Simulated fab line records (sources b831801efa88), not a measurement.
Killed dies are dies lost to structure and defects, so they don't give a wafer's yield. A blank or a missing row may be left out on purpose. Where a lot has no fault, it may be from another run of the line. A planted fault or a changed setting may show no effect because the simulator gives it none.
The tool behind it: which one? -- flow gf180mcu -- 14 lots, 42 wafers sampled, at 4 steps of a route of 602

== WHAT THE GAUGES SHOWED, per wafer ==
GF_PASSIVATION_THK_MEAS_03. Usual: PASSIVATION_CVD_02_THK typically reads 703 nm, with standard deviation 9.5.
lot,measured,on,PASSIVATION_CVD_02_THK (nm),flag
L960,day 28 12:23,filmMetro-01,705 713 705,
L961,day 28 19:58,filmMetro-03,697 714 704,
L962,day 29 03:45,filmMetro-03,692 686 702,
L963,day 29 11:42,filmMetro-03,685 706 713,
L964,day 29 19:59,filmMetro-01,688 694 693,
L966,day 30 10:28,filmMetro-01,690 711 703,
L967,day 30 17:52,filmMetro-01,712 699 706,
L969,day 31 01:55,filmMetro-04,705 695 718,
L970,day 31 10:30,filmMetro-04,701 696 679,
L972,day 31 23:45,filmMetro-03,695 704 709,
L973,day 32 06:25,filmMetro-04,688 684 703,
L974,day 32 11:21,filmMetro-01,684 698 697,
L979,day 33 17:31,filmMetro-04,695 696 718,
L980,day 33 20:51,filmMetro-04,696 697 691,

== WHAT TOOL EACH LOT RAN ON (gives the tool, then ch and the chambers of the sampled wafers, and finally the start) ==
lot,GF_SAB_STRIP_13,GF_TOP_METAL_SPUTTER_01,GF_TOP_METAL_SPUTTER_04
L960,"plasmaAsher-02 ch 0,1, day 15 12:05","pvdSputter-04, day 27 14:59","pvdSputter-04, day 27 15:05"
L961,"plasmaAsher-03 ch 0,1, day 15 19:46","pvdSputter-04, day 27 22:32","pvdSputter-04, day 27 22:38"
L962,"plasmaAsher-03 ch 0,1, day 16 05:58","pvdSputter-03, day 28 07:01","pvdSputter-03, day 28 07:06"
L963,"plasmaAsher-02 ch 0,1, day 16 16:12","pvdSputter-03, day 28 15:58","pvdSputter-03, day 28 16:03"
L964,"plasmaAsher-04 ch 0,1, day 17 01:10","pvdSputter-02, day 29 00:14","pvdSputter-02, day 29 00:19"
L966,"plasmaAsher-02 ch 0,1, day 17 18:31","pvdSputter-03, day 29 14:53","pvdSputter-03, day 29 14:59"
L967,"plasmaAsher-03 ch 0,1, day 18 03:01","pvdSputter-04, day 29 22:20","pvdSputter-04, day 29 22:26"
L969,"plasmaAsher-02 ch 0, day 18 15:25","pvdSputter-04, day 30 06:49","pvdSputter-04, day 30 06:54"
L970,"plasmaAsher-02 ch 0,1, day 19 00:25","pvdSputter-03, day 30 15:14","pvdSputter-03, day 30 15:19"
L972,"plasmaAsher-02 ch 0,1, day 19 20:33","pvdSputter-03, day 31 05:08","pvdSputter-03, day 31 05:14"
L973,"plasmaAsher-03 ch 0,1, day 20 05:37","pvdSputter-04, day 31 11:57","pvdSputter-04, day 31 12:03"
L974,"plasmaAsher-04 ch 0,1, day 20 12:58","pvdSputter-04, day 31 17:05","pvdSputter-04, day 31 17:10"
L979,"plasmaAsher-03 ch 0,1, day 22 06:14","pvdSputter-02, day 33 00:50","pvdSputter-02, day 33 00:55"
L980,"plasmaAsher-03 ch 0,1, day 22 15:13","pvdSputter-03, day 33 04:04","pvdSputter-03, day 33 04:09"
- GF_SAB_STRIP_13: strips in O2/N2.
- GF_TOP_METAL_SPUTTER_01: material TiN, target thk 30 nm, time 25 s.
- GF_TOP_METAL_SPUTTER_04: material TiN, target thk 25 nm, time 20.8 s.

== AS READ BY THE TOOLS THEMSELVES (means over the sampled wafers that have a number; for cases with no such wafer, the mark the record gives instead) ==
GF_SAB_STRIP_13. Usual: drypumpMotorCurrentA 5.9 A, standard deviation 0.56; heaterPowerW 352 W, standard deviation 59; o2FlowSccm 3000 sccm, standard deviation 9.3; oesProductAu 0.710 a.u., standard deviation 0.0046; stripTimeToEndpointS 12.61 s, standard deviation 0.033.
lot,tool,drypumpMotorCurrentA (A),heaterPowerW (W),o2FlowSccm (sccm),oesProductAu (a.u.),stripTimeToEndpointS (s),flag
L960,plasmaAsher-02,5.8,358,3001,0.704,12.64,
L961,plasmaAsher-03,5.3,330,2985,0.708,12.64,
L962,plasmaAsher-03,5.8,375,3000,0.707,12.62,
L963,plasmaAsher-02,6.0,320,2991,0.709,12.62,
L964,plasmaAsher-04,6.5,386,2996,0.710,12.59,
L966,plasmaAsher-02,5.8,358,3009,0.713,12.58,
L967,plasmaAsher-03,5.3,331,2992,0.713,12.58,
L969,plasmaAsher-02,6.4,284,2998,0.714,12.61,
L970,plasmaAsher-02,6.1,320,3005,0.711,12.60,
L972,plasmaAsher-02,5.8,357,3012,0.718,12.64,
L973,plasmaAsher-03,5.3,335,3003,0.712,12.63,
L974,plasmaAsher-04,6.3,348,3004,0.713,12.59,
L979,plasmaAsher-03,5.3,335,2995,0.711,12.58,
L980,plasmaAsher-03,5.8,371,3000,0.708,12.55,

GF_TOP_METAL_SPUTTER_01. Usual: throttleValvePct 30.1 %, standard deviation 0.98.
lot,tool,throttleValvePct (%),flag
L960,pvdSputter-04,31.2,
L961,pvdSputter-04,30.4,
L962,pvdSputter-03,30.2,
L963,pvdSputter-03,29.8,
L964,pvdSputter-02,30.4,
L966,pvdSputter-03,30.1,
L967,pvdSputter-04,29.8,
L969,pvdSputter-04,30.4,
L970,pvdSputter-03,30.3,
L972,pvdSputter-03,30.0,
L973,pvdSputter-04,30.5,
L974,pvdSputter-04,30.5,
L979,pvdSputter-02,30.4,
L980,pvdSputter-03,30.1,

GF_TOP_METAL_SPUTTER_04. Usual: throttleValvePct 30.1 %, standard deviation 0.98.
lot,tool,throttleValvePct (%),flag
L960,pvdSputter-04,31.1,
L961,pvdSputter-04,30.5,
L962,pvdSputter-03,30.2,
L963,pvdSputter-03,30.0,
L964,pvdSputter-02,30.4,
L966,pvdSputter-03,30.2,
L967,pvdSputter-04,29.8,
L969,pvdSputter-04,30.6,
L970,pvdSputter-03,30.1,
L972,pvdSputter-03,30.1,
L973,pvdSputter-04,30.4,
L974,pvdSputter-04,30.6,
L979,pvdSputter-02,30.4,
L980,pvdSputter-03,30.1,

== THE ANSWER, worked out from the rows above alone ==
Rule: a lot is off if the mean of its wafers that have a number lies more than 3 standard deviations from the usual mean. A lot without any number at a reading at which 4 lots or more have one is off too. Where the step has rows for the other lots, those lots are counted as sound. First the gauges in route order, then the tools' own readings, where a lot's mean is used as printed above. At the first step where some lot is off, the reading lying furthest off is the one used; lots without a number count as furthest.
Across all readings shown, no lot is off: no conclusion can be drawn from this.

== WHAT HAD BEEN PUT IN BY THE SIMULATOR ==
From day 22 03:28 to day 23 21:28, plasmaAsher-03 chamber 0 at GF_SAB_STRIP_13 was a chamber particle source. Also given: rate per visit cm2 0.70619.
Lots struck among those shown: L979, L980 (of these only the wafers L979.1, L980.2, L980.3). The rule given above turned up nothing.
